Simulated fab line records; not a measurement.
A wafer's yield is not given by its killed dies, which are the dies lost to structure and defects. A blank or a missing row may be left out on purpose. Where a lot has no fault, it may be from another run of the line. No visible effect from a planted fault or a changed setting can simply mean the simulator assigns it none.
fab line records	flow sky130	part 1 of 2: steps 1 to 40 of 42
record: lots: 5	wafers: 15	lastDay: 50
route steps=708 shown GATE_OXIDE@192 POLY_GATE@204 RES_PROTECT@206 PAD_OPEN@708
lots that met no fault: taken from a fault-free run of the same line
startH: hours from the record's opening day to when the first of the lot's shown wafers began	waitH: how many hours have passed since the lot's step before this one	" the same as in the row above	L1.1+2: one row covering several wafers at once	- either no value or no given start	* or withheld: withheld	< > ~ a bound
route shown NAME@n: NAME is a module with steps in the file, n the number in the route of the first one	usual: the fault-free wafers' mean and standard deviation	same: alike in all rows	chamber/n: place in a boat	sites: each site's reading	_std_site: their standard deviation	_edge_site: inner sites' mean taken away from outer sites' mean	radiusMm: how far each site lies from the wafer's centre	mask NAME#n: copy n	behind: the most recent tool/chamber to have shaped the wafer	hold: reason for holding the lot/hours on hold/outcome of the hold	device: whichever transistor did not switch (one of n, p or np)	end of line: the route-end tests of the same wafers	for a step that has no rows: nothing shown but its recipe	killed: at the first sort, the dies lost to defects and structure; wafer yield is something else	map: a wafer's dies, marking killed ones x, the rest . and places with no die _
set.NAME: the setting the step ran with; set.NAME@STEP: the setting that earlier step ran with	model.NAME: the simulator's own value behind a step, which no gauge read
lots seen at some steps along the route; tables by step, rows by wafer
services: a tool's chamber out of use, with start hour (startH, from the record's first day; less than 0 if before it), hours out, and reason
== steps ==
step: SKY_GATE_OXIDE_COAT_05
recipe: resist: NOVOLAK	spinRpm: 3000	resistThkNm: 1140
step: SKY_GATE_OXIDE_SOFTBAKE_06
recipe: tempC: 90	timeS: 58.04	resist: NOVOLAK
step: SKY_GATE_OXIDE_EXPOSE_07
recipe: maskId: LVOM	na: 0.6	sourceShape: conventional	sigmaOuter: 0.6	polarization: unpolarized	targetCdNm: 600	doseMj: 170
step: SKY_GATE_OXIDE_PEB_08
recipe: tempC: withheld	timeS: *	resist: NOVOLAK
step: SKY_GATE_OXIDE_DEVELOP_09
recipe: resist: NOVOLAK	developer: TMAH	developTimeS: 60	devTempC: 23
step: SKY_GATE_OXIDE_OVL_MEAS_10
usual: GATE_OXIDE_OVL: -0.4/1.3
lot.wafer	tool	chamber	startH	waitH	GATE_OXIDE_OVL[nm]
L830.1	overlay-02	-	319.60	0.1	-1.7
L830.2	"	-	"	"	-0.3
L830.3	"	-	"	"	-1.1
L832.4	overlay-02	-	331.97	0.1	-0.7
L832.5	"	-	"	"	-1.2
L832.6	"	-	"	"	0.4
L841.2	overlay-01	-	400.33	0.1	-1.3
L841.4	"	-	"	"	0.1
L841.6	"	-	"	"	0.8
L850.2	overlay-02	-	502.74	0.1	0.4
L850.3	"	-	"	"	1.6
L850.6	"	-	"	"	1.7
L852.2	overlay-01	-	505.11	0.1	-1.5
L852.4	"	-	"	"	0.7
L852.6	"	-	"	"	-0.5
step: SKY_GATE_OXIDE_IMPLANT_11
recipe: species: B	energyKev: 10	doseCm2: 2.6e+12	tiltDeg: withheld
step: SKY_GATE_OXIDE_WET_ETCH_12
recipe: chemistry: dHF	targetDepthNm: 16.8	dry: n2Spin	target: SiO2	dilution: 100:1	tempC: 25	timeS: 336
step: SKY_GATE_OXIDE_STRIP_13
recipe: chemistry: O2/N2	powerW: 1400	pressureMtorr: 1500	platenTempC: withheld	o2FlowSccm: 3000	n2FlowSccm: 300	overashFraction: 0.5
usual: drypumpMotorCurrentA: 6.0/0.48	n2FlowSccm: 300.1/0.91	oesProductAu: 0.715/0.0044	stripTimeToEndpointS: 14.19/0.036
same: overashFraction: 0.5
lot.wafer	tool	chamber	startH	waitH	drypumpMotorCurrentA	n2FlowSccm	oesProductAu	rfHoursCounterH	stripTimeToEndpointS
L830.1	plasmaAsher-02	0	319.89	0.0	5.4	299.3	0.715	63	14.22
L830.2	"	1	"	"	6.5	300.1	0.718	63	14.24
L830.3	"	0	"	"	5.4	299.7	0.713	-	14.20
L832.4	plasmaAsher-02	1	332.37	0.0	6.4	299.3	0.720	-	14.22
L832.5	"	0	"	"	5.4	300.9	0.713	-	14.19
L832.6	"	1	"	"	6.4	299.7	0.713	-	14.18
L841.2	plasmaAsher-01	0	400.61	0.0	5.5	298.6	0.715	29	14.27
L841.4	"	0	"	"	5.5	300.5	0.707	-	14.17
L841.6	"	0	"	"	5.5	299.9	0.719	-	14.22
L850.2	plasmaAsher-02	0	503.03	0.0	5.4	299.0	0.712	81	14.18
L850.3	"	0	"	"	5.4	299.9	0.713	-	14.18
L850.6	"	0	"	"	5.4	300.7	0.721	-	14.20
L852.2	plasmaAsher-02	1	505.39	0.0	6.4	300.2	0.714	81	14.19
L852.4	"	0	"	"	5.4	299.8	0.717	-	14.20
L852.6	"	1	"	"	6.5	301.6	0.721	-	14.24
step: SKY_GATE_OXIDE_TW_MEAS_14
usual: GATE_OXIDE_TW: 223.7/1.1
lot.wafer	tool	chamber	startH	waitH	GATE_OXIDE_TW
L830.1	filmMetro-01	-	319.99	0.1	221.0
L830.2	"	-	"	"	223.1
L830.3	"	-	"	"	222.6
L832.4	filmMetro-01	-	332.47	0.1	221.4
L832.5	"	-	"	"	222.8
L832.6	"	-	"	"	221.8
L841.2	filmMetro-03	-	400.72	0.1	225.2
L841.4	"	-	"	"	225.6
L841.6	"	-	"	"	225.0
L850.2	filmMetro-01	-	503.14	0.1	222.0
L850.3	"	-	"	"	223.1
L850.6	"	-	"	"	223.6
L852.2	filmMetro-01	-	505.50	0.1	222.8
L852.4	"	-	"	"	223.4
L852.6	"	-	"	"	223.7
step: SKY_GATE_OXIDE_CLEAN_15
recipe: chemistry: SC1/SC2	mix: 1:4:20	tempC: 70	timeS: 150	dry: n2Spin
step: SKY_GATE_OXIDE_OXIDATION_16
recipe: tempC: 800	ambient: O2	idleTempC: 700	rampUpCPerMin: 10	rampDownCPerMin: 3	stabiliseS: 600	purgeS: 300	targetThkA: 35.7	oxTimeS: 1915
step: SKY_POLY_GATE_CVD_00
recipe: material: poly-Si	targetThkNm: 180	tempC: 620	timeS: 720	pressureMtorr: 200
usual: spikeTcCentreC: 620.7/1.8	spikeTcLowerC: 619.7/1	spikeTcUpperC: 618.6/1.7	zonePowerCentrePct: 9.5/0.37	zonePowerLowerPct: 8.3/1	zonePowerTopPct: 18.0/0.86	zonePowerUpperPct: 8.16/0.15
lot.wafer	tool	chamber	startH	waitH	spikeTcCentreC	spikeTcLowerC	spikeTcUpperC	zonePowerCentrePct	zonePowerLowerPct	zonePowerTopPct	zonePowerUpperPct	model.poly-Si_of_POLY_GATE_CVD_00.thkNm
L830.1	lpcvd-01	1	322.87	0.0	619.6	618.5	617.4	9.6	7.5	18.8	8.18	181
L830.2	"	1	"	"	619.3	618.9	618.6	9.7	7.7	18.7	8.33	180.5
L830.3	"	1	"	"	620.4	620.9	616.1	10.0	7.6	18.4	8.28	181.8
L832.4	lpcvd-01	0	334.13	0.0	622.2	620.5	619.5	9.0	9.8	16.6	8.03	177.2
L832.5	"	0	"	"	623.1	620.5	621.5	9.0	9.7	16.9	7.93	179.6
L832.6	"	0	"	"	623.1	620.0	619.9	9.1	9.8	16.7	7.97	179
L841.2	lpcvd-01	0	403.15	0.0	591.7	625.2	625.9	3.6	12.6	16.4	10.65	168.5
L841.4	"	0	"	"	592.8	622.5	625.2	3.7	12.9	16.5	10.21	157.9
L841.6	"	0	"	"	592.0	624.2	625.3	3.7	12.7	16.5	10.54	143
L850.2	lpcvd-01	1	504.78	0.0	619.2	618.9	617.5	9.7	7.6	18.4	8.08	179.8
L850.3	"	1	"	"	619.4	618.9	617.0	10.1	7.5	18.3	8.18	179.6
L850.6	"	1	"	"	618.5	618.9	618.5	9.6	7.5	18.8	8.24	181.2
L852.2	lpcvd-01	1	507.13	0.0	619.4	619.1	618.1	9.8	7.6	19.2	8.10	180.4
L852.4	"	1	"	"	619.9	619.7	618.6	9.6	7.4	18.9	8.32	179.3
L852.6	"	1	"	"	619.7	617.5	615.6	9.7	7.4	18.8	8.27	180.1
step: SKY_POLY_GATE_THK_MEAS_01
recipe: reads: poly-Si_of_POLY_GATE_CVD_00
usual: POLY_GATE_CVD_00_THK: 180.1/1.7
lot.wafer	tool	chamber	startH	waitH	POLY_GATE_CVD_00_THK[nm]
L830.1	filmMetro-02	-	324.08	0.0	181.2
L830.2	"	-	"	"	180.5
L830.3	"	-	"	"	181.7
L832.4	filmMetro-01	-	335.36	0.0	177.2
L832.5	"	-	"	"	179.7
L832.6	"	-	"	"	178.9
L841.2	filmMetro-04	-	404.36	0.0	168.5
L841.4	"	-	"	"	157.8
L841.6	"	-	"	"	143.0
L850.2	filmMetro-04	-	505.99	0.0	179.7
L850.3	"	-	"	"	179.7
L850.6	"	-	"	"	181.3
L852.2	filmMetro-01	-	508.34	0.0	180.5
L852.4	"	-	"	"	179.3
L852.6	"	-	"	"	180.3
step: SKY_RES_PROTECT_DEHYDRATE_00
recipe: tempC: 200	timeS: 60
step: SKY_RES_PROTECT_HMDS_01
recipe: primeTimeS: 60	primeTempC: 120
step: SKY_RES_PROTECT_COAT_02
recipe: resist: NOVOLAK	spinRpm: 3000	resistThkNm: 1140
step: SKY_RES_PROTECT_SOFTBAKE_03
recipe: tempC: 88.9	timeS: 60	resist: NOVOLAK
step: SKY_RES_PROTECT_EXPOSE_04
recipe: maskId: RPM	na: 0.6	sourceShape: conventional	sigmaOuter: 0.6	polarization: unpolarized	targetCdNm: 1270	doseMj: 131
step: SKY_RES_PROTECT_PEB_05
recipe: tempC: withheld	timeS: *	resist: NOVOLAK
step: SKY_RES_PROTECT_DEVELOP_06
recipe: resist: NOVOLAK	developer: TMAH	developTimeS: 60	devTempC: 23
step: SKY_POLY_GATE_IMPLANT_02
recipe: species: P	energyKev: 30	doseCm2: 7.7e+15	tiltDeg: 0
step: SKY_RES_PROTECT_STRIP_07
recipe: chemistry: O2/N2	powerW: 1400	pressureMtorr: 1500	platenTempC: withheld	o2FlowSccm: 3000	n2FlowSccm: 300	overashFraction: 0.5
usual: drypumpMotorCurrentA: 5.9/0.52	n2FlowSccm: 300.0/0.9	oesProductAu: 0.518/0.0044	stripTimeToEndpointS: 23.33/0.041
same: overashFraction: 0.5
lot.wafer	tool	chamber	startH	waitH	drypumpMotorCurrentA	n2FlowSccm	oesProductAu	rfHoursCounterH	stripTimeToEndpointS
L830.1	plasmaAsher-02	0	350.34	0.1	5.4	299.2	0.514	65	23.38
L830.2	"	1	"	"	6.4	299.5	0.516	65	23.42
L830.3	"	0	"	"	5.4	297.4	0.519	-	23.43
L832.4	plasmaAsher-02	0	362.02	0.1	5.4	300.3	0.513	-	23.31
L832.5	"	0	"	"	5.4	300.8	0.516	-	23.35
L832.6	"	1	"	"	6.4	300.5	0.517	-	23.36
L841.2	plasmaAsher-04	1	434.30	0.1	5.1	299.2	0.515	0	23.34
L841.4	"	1	"	"	5.1	300.1	0.514	-	23.36
L841.6	"	0	"	"	6.1	301.5	0.522	-	23.42
L850.2	plasmaAsher-02	1	536.47	0.1	6.5	300.7	0.518	84	23.32
L850.3	"	0	"	"	5.4	300.6	0.515	-	23.31
L850.6	"	1	"	"	6.4	300.8	0.513	-	23.34
L852.2	plasmaAsher-02	1	538.77	0.1	6.4	300.3	0.519	84	23.35
L852.4	"	1	"	"	6.5	300.4	0.519	-	23.34
L852.6	"	0	"	"	5.4	300.6	0.509	-	23.36
step: SKY_RES_PROTECT_TW_MEAS_08
usual: POLY_GATE_TW: 4017/37
lot.wafer	tool	chamber	startH	waitH	POLY_GATE_TW
L830.1	filmMetro-02	-	350.44	0.1	3936
L830.2	"	-	"	"	3941
L830.3	"	-	"	"	3947
L832.4	filmMetro-02	-	362.12	0.1	3966
L832.5	"	-	"	"	3988
L832.6	"	-	"	"	3987
L841.2	filmMetro-03	-	434.41	0.1	4009
L841.4	"	-	"	"	3993
L841.6	"	-	"	"	4006
L850.2	filmMetro-02	-	536.58	0.1	3962
L850.3	"	-	"	"	3953
L850.6	"	-	"	"	3966
L852.2	filmMetro-03	-	538.88	0.1	4051
L852.4	"	-	"	"	4052
L852.6	"	-	"	"	4047
step: SKY_RES_PROTECT_CLEAN_09
recipe: chemistry: SC1/SC2	mix: 1:4:20	tempC: 70	timeS: 150	dry: n2Spin
usual: bathGuardTempC: 70.3/0.5
lot.wafer	tool	chamber	startH	waitH	bathGuardTempC	model.poly-Si_of_POLY_GATE_CVD_00.thkNm
L830.1	wetBench-02	0	350.50	0.1	70.8	180.4
L830.2	"	0	"	"	70.8	179.9
L830.3	"	0	"	"	70.8	181.1
L832.4	wetBench-02	0	362.15	0.0	70.7	176.6
L832.5	"	0	"	"	71.0	179
L832.6	"	0	"	"	70.9	178.4
L841.2	wetBench-03	3	434.46	0.0	70.7	167.9
L841.4	"	3	"	"	70.6	157.3
L841.6	"	3	"	"	70.4	142.4
L850.2	wetBench-02	2	536.63	0.0	69.9	179.2
L850.3	"	2	"	"	69.5	179
L850.6	"	2	"	"	70.1	180.6
L852.2	wetBench-04	2	538.93	0.0	70.1	179.8
L852.4	"	2	"	"	69.9	178.7
L852.6	"	2	"	"	70.1	179.5
step: SKY_POLY_GATE_CVD_03
recipe: material: Si3N4	precursor: DCS/NH3	targetThkNm: 75	tempC: 770	timeS: 1290	pressureMtorr: 250
step: SKY_POLY_GATE_THK_MEAS_04
recipe: reads: Si3N4_of_POLY_GATE_CVD_03
usual: POLY_GATE_CVD_03_THK: 75.2/0.68
lot.wafer	tool	chamber	startH	waitH	POLY_GATE_CVD_03_THK[nm]
L830.1	filmMetro-02	-	352.96	0.0	75.2
L830.2	"	-	"	"	75.5
L830.3	"	-	"	"	75.2
L832.4	filmMetro-01	-	365.29	0.0	75.2
L832.5	"	-	"	"	74.5
L832.6	"	-	"	"	74.8
L841.2	filmMetro-02	-	435.88	0.0	75.4
L841.4	"	-	"	"	76.2
L841.6	"	-	"	"	75.4
L850.2	filmMetro-04	-	546.11	0.0	74.9
L850.3	"	-	"	"	74.8
L850.6	"	-	"	"	74.7
L852.2	filmMetro-01	-	546.11	0.0	75.1
L852.4	"	-	"	"	75.0
L852.6	"	-	"	"	75.0
step: SKY_POLY_GATE_DEHYDRATE_05
recipe: tempC: 200	timeS: 60
step: SKY_POLY_GATE_HMDS_06
recipe: primeTimeS: 60	primeTempC: 120
step: SKY_POLY_GATE_COAT_07
recipe: resist: BARC	tempC: withheld	timeS: withheld	spinRpm: 3000	resistThkNm: 110
step: SKY_POLY_GATE_COAT_08
recipe: resist: KrF-thick	spinRpm: 3000	resistThkNm: 450
step: SKY_POLY_GATE_SOFTBAKE_09
recipe: tempC: 100	timeS: 90	resist: KrF-thick
step: SKY_POLY_GATE_EXPOSE_10
recipe: maskId: P1M	na: 0.68	sourceShape: conventional	sigmaOuter: 0.6	targetCdNm: 150	doseMj: 28
step: SKY_POLY_GATE_PEB_11
recipe: pebTempC: withheld	pebTimeS: withheld	resist: KrF-thick
step: SKY_POLY_GATE_DEVELOP_12
recipe: developTimeS: 58.57	resist: KrF-thick	devTempC: 21
step: SKY_POLY_GATE_CD_MEAS_13
recipe: targetCdNm: 150
usual: cdNm: 149.6/1.2
lot.wafer	tool	chamber	startH	waitH	cdNm
L830.1	cdSem-01	-	380.17	-	149.0
L830.2	"	-	"	"	149.7
L830.3	"	-	"	"	149.9
L832.4	cdSem-02	-	393.45	-	149.3
L832.5	"	-	"	"	150.2
L832.6	"	-	"	"	148.9
L841.2	cdSem-01	-	466.97	-	149.2
L841.4	"	-	"	"	149.1
L841.6	"	-	"	"	149.8
L850.2	cdSem-02	-	575.94	-	148.7
L850.3	"	-	"	"	148.3
L850.6	"	-	"	"	149.8
L852.2	cdSem-01	-	576.05	-	149.6
L852.4	"	-	"	"	150.3
L852.6	"	-	"	"	149.4
step: SKY_POLY_GATE_OVL_MEAS_14
usual: POLY_GATE_OVL: 3/5.2
lot.wafer	tool	chamber	startH	waitH	POLY_GATE_OVL[nm]
L830.1	overlay-01	-	380.29	0.1	3
L830.2	"	-	"	"	1
L830.3	"	-	"	"	-1
L832.4	overlay-01	-	393.52	0.1	3
L832.5	"	-	"	"	5
L832.6	"	-	"	"	0
L841.2	overlay-01	-	467.07	0.1	3
L841.4	"	-	"	"	8
L841.6	"	-	"	"	7
L850.2	overlay-01	-	576.04	0.1	-2
L850.3	"	-	"	"	-3
L850.6	"	-	"	"	-8
L852.2	overlay-01	-	576.15	0.1	8
L852.4	"	-	"	"	1
L852.6	"	-	"	"	9
step: SKY_POLY_GATE_ETCH_15
recipe: chemistry: N2/H2	target: BARC	ionEnergyEv: 200	sourceW: 500	biasW: 100	pressureMtorr: 30	n2FlowSccm: 100	h2FlowSccm: 200	stopOn: SiO2	timeS: 118.5	targetDepthA: 1100
usual: drypumpMotorCurrentA: 6.0/0.43	n2FlowSccm: 100.0/0.3	oesProductAu: 0.717/0.0042	rfFwdPowerW: 497.0/1.8	throttleValvePct: 13.212/0.0092
lot.wafer	tool	chamber	startH	waitH	drypumpMotorCurrentA	n2FlowSccm	oesProductAu	rfFwdPowerW	rfHoursCounterH	throttleValvePct
L830.1	rieDiel-02	0	380.32	0.0	6.1	99.9	0.711	496.5	8	13.217
L830.2	"	3	"	"	6.5	99.6	0.717	494.9	43	13.228
L830.3	"	1	"	"	5.8	100.2	0.715	494.8	41	13.218
L832.4	rieDiel-01	1	393.54	0.0	5.7	99.4	0.714	499.6	38	13.232
L832.5	"	0	"	"	6.1	99.8	0.717	495.4	-	13.208
L832.6	"	3	"	"	6.7	99.7	0.711	498.5	-	13.203
L841.2	rieDiel-03	1	467.10	0.0	5.3	99.8	0.719	497.0	5	13.207
L841.4	"	2	"	"	5.0	100.0	0.708	495.4	45	13.198
L841.6	"	1	"	"	5.3	100.1	0.718	496.6	-	13.235
L850.2	rieDiel-01	3	576.07	0.0	6.7	99.8	0.718	495.2	4	13.208
L850.3	"	0	"	"	6.1	100.3	0.712	495.5	39	13.220
L850.6	"	3	"	"	6.7	100.1	0.717	495.9	-	13.228
L852.2	rieDiel-03	3	576.18	0.0	5.8	100.2	0.707	498.1	3	13.226
L852.4	"	0	"	"	5.8	100.0	0.721	497.7	20	13.206
L852.6	"	0	"	"	5.8	100.4	0.728	497.7	-	13.210
step: SKY_POLY_GATE_ETCH_16
recipe: stopOn: poly-Si	chemistry: CH3F/O2	target: Si3N4	sourceW: 400	biasW: 80	pressureMtorr: 25	ch3fFlowSccm: 40	O2_flow_sccm: 30	timeS: 147.5	targetDepthA: 750
usual: drypumpMotorCurrentA: 5.9/0.43	oesProductAu: 0.642/0.0054	rfFwdPowerW: 398.2/1.3	throttleValvePct: 10.536/0.0085
lot.wafer	tool	chamber	startH	waitH	drypumpMotorCurrentA	oesProductAu	rfFwdPowerW	rfHoursCounterH	throttleValvePct
L830.1	rieDiel-02	0	380.41	0.0	6.1	0.640	400.0	8	10.537
L830.2	"	3	"	"	6.5	0.640	396.5	43	10.530
L830.3	"	1	"	"	5.8	0.635	396.1	41	10.537
L832.4	rieDiel-01	1	393.62	0.0	5.7	0.642	397.3	38	10.555
L832.5	"	0	"	"	6.1	0.642	396.9	-	10.547
L832.6	"	3	"	"	6.7	0.634	398.2	-	10.544
L841.2	rieDiel-03	1	467.18	0.0	5.3	0.633	401.5	5	10.551
L841.4	"	2	"	"	5.0	0.647	395.5	45	10.535
L841.6	"	1	"	"	5.3	0.643	398.5	-	10.537
L850.2	rieDiel-01	3	576.16	0.0	6.7	0.635	398.2	4	10.539
L850.3	"	0	"	"	6.1	0.635	397.5	39	10.549
L850.6	"	3	"	"	6.7	0.634	398.8	-	10.546
L852.2	rieDiel-03	3	576.26	0.0	5.8	0.643	398.0	3	10.544
L852.4	"	0	"	"	5.8	0.641	398.1	20	10.544
L852.6	"	0	"	"	5.8	0.644	397.8	-	10.541
step: SKY_POLY_GATE_ETCH_17
recipe: targetDepthNm: 180	stopOn: SiO2	overEtchFrac: 0.56667	chemistry: HBr/Cl2	target: poly-Si	icpW: 400	biasW: 100	pressureMtorr: 10	HBr_flow_sccm: 150	Cl2_flow_sccm: 50	timeS: 70.5
usual: drypumpMotorCurrentA: 5.7/0.41	oesProductAu: 0.989/0.0064	rfFwdPowerW: 397.6/1.4	throttleValvePct: 33.684/0.01
lot.wafer	tool	chamber	startH	waitH	drypumpMotorCurrentA	oesProductAu	rfFwdPowerW	rfHoursCounterH	throttleValvePct	model.etch.depthNm	model.POLY_GATE.featureDepthNm
L830.1	rieSi-01	3	380.51	0.0	5.8	0.988	397.5	35	33.682	180.4	180.4
L830.2	"	0	"	"	4.9	0.984	398.4	1	33.708	179.9	179.9
L830.3	"	2	"	"	6.1	0.997	397.6	3	33.690	181.1	181.1
L832.4	rieSi-02	1	393.72	0.0	6.0	0.980	399.3	1	33.667	176.6	176.6
L832.5	"	2	"	"	5.9	0.981	394.1	-	33.687	179	179
L832.6	"	1	"	"	5.9	0.986	399.8	-	33.684	178.3	178.3
L841.2	rieSi-01	0	467.28	0.0	4.9	0.954	396.8	2	33.686	167.9	167.9
L841.4	"	3	"	"	5.7	0.907	399.1	36	33.688	157.3	157.3
L841.6	"	0	"	"	4.9	0.993	396.2	-	33.688	180	180
L850.2	rieSi-02	1	576.25	0.0	6.0	0.982	398.6	2	33.676	178.2	178.2
L850.3	"	2	"	"	5.9	0.993	397.3	24	33.681	179	179
L850.6	"	2	"	"	5.9	0.991	396.8	-	33.689	180.6	180.6
L852.2	rieSi-01	0	576.36	0.0	4.9	0.991	398.0	3	33.703	179.8	179.8
L852.4	"	2	"	"	6.1	0.984	399.6	4	33.683	178.7	178.7
L852.6	"	3	"	"	5.7	0.983	401.1	-	33.691	179.5	179.5
== key ==
firstSign: step: SKY_POLY_GATE_CVD_00	reading: spikeTcCentreC	direction: down	sigmas: 16	usual: 620.7	struck: 592.1
effect: step: SKY_POLY_GATE_CVD_00	reading: zonePowerCentrePct	direction: down	sigmas: 16	usual: 9.5	struck: 3.7
effect: step: SKY_POLY_GATE_THK_MEAS_01	reading: POLY_GATE_CVD_00_THK	direction: down	sigmas: 14	usual: 180.1	struck: 156.4
effect: step: SKY_POLY_GATE_ETCH_17	reading: oesProductAu	direction: down	sigmas: 5.8	usual: 0.989	struck: 0.951	wafersMoved: 2
modelEffect: step: SKY_POLY_GATE_CVD_00	value: poly-Si_of_POLY_GATE_CVD_00.thkNm	without: 180.5	struck: 156.5
modelEffect: step: SKY_RES_PROTECT_CLEAN_09	value: poly-Si_of_POLY_GATE_CVD_00.thkNm	without: 179.9	struck: 155.9
modelEffect: step: SKY_POLY_GATE_ETCH_17	value: etch.depthNm	without: 179.9	struck: 168.4
modelEffect: step: SKY_PAD_OPEN_PROBE_99	value: etest.resHighPo.lineOhmUm	without: 726	struck: 829
metAt SKY_POLY_GATE_CVD_00
struckWafers L841.2,L841.4,L841.6
testerLeftOut L841
onsetBetween 334.13 403.15
fault: kind: processParameterDrift	tool: lpcvd-01	chamber: 0	onsetH: 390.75	steps: SKY_POLY_GATE_CVD_00	channel: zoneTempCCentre	offset: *	shape: step	endH: 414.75
testerLeftOut: of these lots the tester's yield and bins aren't shown, on N5 and GAA mostly nor the transistor test; their killed dies are dies lost to structure and defects alone, not to doping, threshold or leakage, so they don't give the yield
